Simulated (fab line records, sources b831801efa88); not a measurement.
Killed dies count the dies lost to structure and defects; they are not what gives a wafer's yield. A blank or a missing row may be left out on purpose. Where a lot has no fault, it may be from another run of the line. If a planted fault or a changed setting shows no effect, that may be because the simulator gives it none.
fab line records | flow gf180mcu
record: lots: 13 wafers: 39 last-day: 34
route steps=602 shown HV_LDD@213 PSD@256 SAB@274
lots that met no fault: from a run of the same line without faults
start-h: start of the lot's first displayed wafer, in hours after the record's first day | wait-h: hours from the lot's prior step to this one | " as in the row above | L1.1+2: one row covering several wafers at once | - either no value or no given start | * or withheld: withheld | < > ~ a bound
route shown NAME@n: names a module that has steps shown in the file, with the first one's number in the route | usual: mean/standard deviation of fault-free wafers | same: alike in all rows | chamber/n: place in a boat | sites: per-site readings | _std_site: their standard deviation | _edge_site: mean of outer sites minus mean of inner sites | radius-mm: for every site, how far away it sits from the centre of the wafer | mask NAME#n: copy n | behind: the tool/chamber that last shaped the wafer | hold: cause of the lot's hold/its duration in hours/its outcome | device: whichever transistor did not switch (one of n, p or np) | end of line: at the end of the route, the tests of the same wafers | a step with no rows: only its recipe | killed: dies lost to structure and defects at the first sort, not the wafer's yield | map: shows each die of a wafer: x if killed, . if not, _ if none is there
set.NAME: setting as actually run; set.NAME@STEP: the setting as run at that earlier step | model.NAME: the simulator's own value behind a step, which no gauge read
the route's steps for a sample of lots (tables are steps, rows are wafers)
services: the hour from which a tool's chamber was out of use, counted from the record's first day as start-h (under 0 if before that day), plus the number of hours and why
== steps ==
step: GF_HV_LDD_STRIP_37
recipe: chemistry: O2/N2 power-w: 1400 pressure-mtorr: 1500 platen-temp-c: 250 o2-flow-sccm: 3000 n2-flow-sccm: 300 overash-fraction: 0.5
usual: drypump-motor-current-A: 5.51/0.28 heater-power-w: 343/29 oes-product-au: 0.716/0.0049 strip-time-to-endpoint-s: 12.62/0.035
columns lot.wafer tool chamber start-h wait-h drypump-motor-current-A heater-power-w oes-product-au rf-hours-counter-h strip-time-to-endpoint-s
L762.1 plasma-asher-04 0 255.87 0.1 5.36 327 0.708 64 12.57
L762.2 " 1 " " 5.78 320 0.713 64 12.62
L762.5 " 0 " " 5.34 323 0.721 - 12.61
L764.3 plasma-asher-02 0 262.70 0.1 5.59 362 0.719 - 12.64
L764.4 " 1 " " 5.02 306 0.713 - 12.59
L764.5 " 0 " " 5.59 354 0.717 - 12.61
L765.3 plasma-asher-04 1 275.45 0.1 5.78 321 0.713 - 12.62
L765.5 " 0 " " 5.35 324 0.724 - 12.58
L765.6 " 1 " " 5.78 323 0.712 - 12.60
L766.1 plasma-asher-04 1 287.44 0.1 5.77 313 0.723 67 12.65
L766.5 " 0 " " 5.32 328 0.721 - 12.66
L766.6 " 1 " " 5.77 312 0.711 - 12.70
L767.2 plasma-asher-02 0 292.87 0.1 5.61 367 0.710 18 12.66
L767.4 " 0 " " 5.62 351 0.713 - 12.63
L767.5 " 1 " " 5.03 311 0.719 - 12.64
L768.2 plasma-asher-02 1 297.67 0.1 5.04 314 0.722 19 12.56
L768.4 " 0 " " 5.60 365 0.718 - 12.58
L768.5 " 0 " " 5.58 357 0.719 - 12.57
L769.3 plasma-asher-01 1 310.25 0.1 5.52 369 0.713 - 12.63
L769.4 " 0 " " 5.88 401 0.717 - 12.59
L769.5 " 1 " " 5.52 383 0.713 - 12.63
L770.3 plasma-asher-04 1 316.20 0.1 5.76 320 0.716 - 12.62
L770.4 " 0 " " 5.33 327 0.710 - 12.62
L770.6 " 0 " " 5.31 319 0.714 - 12.63
L771.1 plasma-asher-01 1 322.47 0.1 5.53 371 0.717 68 12.66
L771.4 " 1 " " 5.54 370 0.722 - 12.62
L771.6 " 1 " " 5.53 381 0.713 - 12.63
L781.1 plasma-asher-02 1 418.52 0.1 5.03 316 0.727 32 12.61
L781.2 " 0 " " 5.59 366 0.716 32 12.62
L781.3 " 0 " " 5.58 355 0.722 - 12.66
L783.4 plasma-asher-02 1 425.00 0.1 5.01 310 0.716 - 12.63
L783.5 " 0 " " 5.57 356 0.714 - 12.66
L783.6 " 1 " " 5.02 323 0.716 - 12.60
L784.1 plasma-asher-02 1 430.64 0.1 5.02 305 0.715 33 12.60
L784.5 " 1 " " 5.03 313 0.715 - 12.63
L784.6 " 0 " " 5.59 370 0.723 - 12.63
L785.1 plasma-asher-02 1 439.31 0.1 5.02 318 0.719 34 12.60
L785.3 " 0 " " 5.59 372 0.722 - 12.64
L785.4 " 1 " " 5.02 309 0.722 - 12.61
step: GF_HV_LDD_CVD_54
recipe: material: SiO2 target-thk-nm: 10 precursor: TEOS temp-c: 680 time-s: 75 pressure-mtorr: 400
usual: spike-tc-lower-C: 680.2/1.1
columns lot.wafer tool chamber start-h wait-h spike-tc-lower-C
L762.1 lpcvd-01 1 275.13 0.2 679.7
L762.2 " 1 " " 679.7
L762.5 " 1 " " 678.8
L764.3 lpcvd-02 1 282.26 0.1 680.3
L764.4 " 1 " " 679.5
L764.5 " 1 " " 682.1
L765.3 lpcvd-02 1 296.04 0.5 680.1
L765.5 " 1 " " 680.8
L765.6 " 1 " " 681.4
L766.1 lpcvd-01 1 308.26 0.1 681.0
L766.5 " 1 " " 678.4
L766.6 " 1 " " 680.1
L767.2 lpcvd-01 0 313.01 0.1 680.4
L767.4 " 0 " " 682.0
L767.5 " 0 " " 681.5
L768.2 lpcvd-02 0 318.47 0.1 679.7
L768.4 " 0 " " 680.6
L768.5 " 0 " " 680.8
L769.3 lpcvd-01 1 331.66 0.1 680.6
L769.4 " 1 " " 680.1
L769.5 " 1 " " 681.0
L770.3 lpcvd-01 0 337.57 0.1 681.2
L770.4 " 0 " " 680.6
L770.6 " 0 " " 681.5
L771.1 lpcvd-01 1 344.43 0.2 677.7
L771.4 " 1 " " 678.8
L771.6 " 1 " " 678.8
L781.1 lpcvd-02 1 443.41 0.1 681.0
L781.2 " 1 " " 679.8
L781.3 " 1 " " 681.4
L783.4 lpcvd-02 1 450.91 0.0 681.4
L783.5 " 1 " " 680.8
L783.6 " 1 " " 680.8
L784.1 lpcvd-02 0 455.62 0.1 679.3
L784.5 " 0 " " 680.6
L784.6 " 0 " " 680.8
L785.1 lpcvd-02 0 463.81 0.1 680.4
L785.3 " 0 " " 679.0
L785.4 " 0 " " 678.1
step: GF_HV_LDD_THK_MEAS_55
recipe: reads: SiO2_of_HV_LDD_CVD_54
usual: HV_LDD_CVD_54_THK: 10.04/0.13
columns lot.wafer tool chamber start-h wait-h hold HV_LDD_CVD_54_THK[nm]
L762.1 film-metro-01 - 276.15 0.0 - 9.89
L762.2 " - " " - 9.96
L762.5 " - " " - 10.05
L764.3 film-metro-02 - 283.81 0.0 - 10.00
L764.4 " - " " - 9.92
L764.5 " - " " - 9.92
L765.3 film-metro-02 - 297.59 0.0 - 10.00
L765.5 " - " " - 9.97
L765.6 " - " " - 9.93
L766.1 film-metro-02 - 309.29 0.0 - 10.24
L766.5 " - " " - 10.15
L766.6 " - " " - 10.25
L767.2 film-metro-01 - 314.05 0.0 - 10.07
L767.4 " - " " - 9.98
L767.5 " - " " - 10.06
L768.2 film-metro-02 - 320.01 0.0 - 10.12
L768.4 " - " " - 10.07
L768.5 " - " " - 10.01
L769.3 film-metro-02 - 332.70 0.0 - 10.20
L769.4 " - " " - 10.27
L769.5 " - " " - 10.13
L770.3 film-metro-02 - 338.61 0.0 - 10.10
L770.4 " - " " - 10.11
L770.6 " - " " - 10.22
L771.1 film-metro-01 - 345.45 0.0 await-dispo/0.2h/release 7.19
L771.4 " - " " await-dispo/0.2h/release 7.14
L771.6 " - " " await-dispo/0.2h/release 7.24
L771.1 film-metro-01 - 345.68 0.2 - 7.19
L771.4 " - " " - 7.17
L771.6 " - " " - 7.29
L781.1 film-metro-01 - 444.95 0.0 - 10.03
L781.2 " - " " - 9.83
L781.3 " - " " - 10.06
L783.4 film-metro-04 - 452.47 0.0 - 9.98
L783.5 " - " " - 9.95
L783.6 " - " " - 9.92
L784.1 film-metro-02 - 456.64 0.0 - 9.90
L784.5 " - " " - 10.09
L784.6 " - " " - 9.95
L785.1 film-metro-04 - 464.83 0.0 - 9.87
L785.3 " - " " - 10.01
L785.4 " - " " - 10.04
step: GF_PSD_OVL_MEAS_08
usual: PSD_OVL: -0.2/1.6
columns lot.wafer tool chamber start-h wait-h PSD_OVL[nm]
L762.1 overlay-02 - 318.65 0.1 -0.6
L762.2 " - " " -1.1
L762.5 " - " " -1.0
L764.3 overlay-02 - 326.27 0.1 -0.4
L764.4 " - " " -0.9
L764.5 " - " " 0.5
L765.3 overlay-01 - 340.72 0.1 2.2
L765.5 " - " " 2.4
L765.6 " - " " 2.5
L766.1 overlay-01 - 353.46 0.1 -2.0
L766.5 " - " " 1.7
L766.6 " - " " -2.3
L767.2 overlay-01 - 358.67 0.1 -1.5
L767.4 " - " " -1.2
L767.5 " - " " -1.2
L768.2 overlay-01 - 364.15 0.1 0.2
L768.4 " - " " -0.4
L768.5 " - " " -0.4
L769.3 overlay-02 - 379.29 0.1 -2.0
L769.4 " - " " 1.3
L769.5 " - " " -1.9
L770.3 overlay-02 - 384.76 0.1 -1.2
L770.4 " - " " -0.9
L770.6 " - " " -1.5
L771.1 overlay-02 - 392.35 0.1 0.0
L771.4 " - " " -0.4
L771.6 " - " " 0.9
L781.1 overlay-02 - 494.73 0.1 -0.1
L781.2 " - " " -2.7
L781.3 " - " " -1.2
L783.4 overlay-02 - 501.84 0.1 0.9
L783.5 " - " " 1.5
L783.6 " - " " 0.3
L784.1 overlay-02 - 506.29 0.1 -5.4
L784.5 " - " " -3.4
L784.6 " - " " -3.3
L785.1 overlay-02 - 513.54 0.1 0.4
L785.3 " - " " -1.4
L785.4 " - " " 0.4
step: GF_SAB_OVL_MEAS_10
usual: SAB_OVL: 1.7/1.4
columns lot.wafer tool chamber start-h wait-h SAB_OVL[nm]
L762.1 overlay-01 - 339.53 0.1 1.4
L762.2 " - " " 0.8
L762.5 " - " " 1.9
L764.3 overlay-02 - 348.04 0.1 3.6
L764.4 " - " " 4.1
L764.5 " - " " 2.4
L765.3 overlay-01 - 362.84 0.1 1.5
L765.5 " - " " -0.6
L765.6 " - " " 1.0
L766.1 overlay-01 - 375.80 0.1 0.2
L766.5 " - " " 0.4
L766.6 " - " " 1.2
L767.2 overlay-02 - 382.08 0.1 4.7
L767.4 " - " " 1.4
L767.5 " - " " 3.6
L768.2 overlay-02 - 387.30 0.1 -0.3
L768.4 " - " " 0.5
L768.5 " - " " 0.6
L769.3 overlay-02 - 402.44 0.1 1.8
L769.4 " - " " 1.7
L769.5 " - " " 3.2
L770.3 overlay-02 - 408.69 0.1 1.2
L770.4 " - " " 3.5
L770.6 " - " " 2.3
L771.1 overlay-01 - 417.63 0.1 -0.1
L771.4 " - " " 1.8
L771.6 " - " " 3.0
L781.1 overlay-01 - 518.48 0.1 2.3
L781.2 " - " " 1.6
L781.3 " - " " 0.2
L783.4 overlay-02 - 526.36 0.1 -0.6
L783.5 " - " " 0.3
L783.6 " - " " 0.9
L784.1 overlay-01 - 529.88 0.1 1.6
L784.5 " - " " 2.4
L784.6 " - " " 0.4
L785.1 overlay-01 - 537.48 0.1 4.3
L785.3 " - " " 4.6
L785.4 " - " " 2.5
== services ==
columns tool chamber start-h hours kind
plasma-asher-01 - 272.98 14.6 pm
plasma-asher-01 - 298.20 8.0 repair
plasma-asher-02 - 404.19 2.8 pm
plasma-asher-02 - 415.67 1.5 repair
plasma-asher-04 - 421.25 9.0 pm
plasma-asher-04 0 421.25 9.0 vent-cycle
plasma-asher-04 1 421.25 9.0 vent-cycle
plasma-asher-04 - 430.25 7.2 pm
plasma-asher-04 0 430.25 - clean
plasma-asher-04 1 430.25 - clean
plasma-asher-02 - 432.48 2.2 repair
== key ==
first-sign: step: GF_HV_LDD_THK_MEAS_55 reading: visit direction: added
effect: step: GF_HV_LDD_THK_MEAS_55 reading: HV_LDD_CVD_54_THK direction: down sigmas: 22 usual: 10.04 struck: 7.19
met-at GF_HV_LDD_CVD_54
struck-lots L771
struck-wafers L771.1,L771.4,L771.6
tester-left-out L771
not-acting-at GF_HV_LDD_STRIP_37,GF_PSD_OVL_MEAS_08,GF_SAB_OVL_MEAS_10
onset-between 331.66 344.43
fault: kind: process-parameter-drift tool: lpcvd-01 chamber: 1 onset-h: 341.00 steps: GF_HV_LDD_CVD_54 channel: target-thk-nm offset: -3.0815 shape: step end-h: 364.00 acts-in: these-recipes-only stated: 10
tester-left-out: of these lots the tester's yield and bins aren't shown, on N5 and GAA mostly nor the transistor test; their killed dies are dies lost to structure and defects alone, not to doping, threshold or leakage, so they don't give the yield
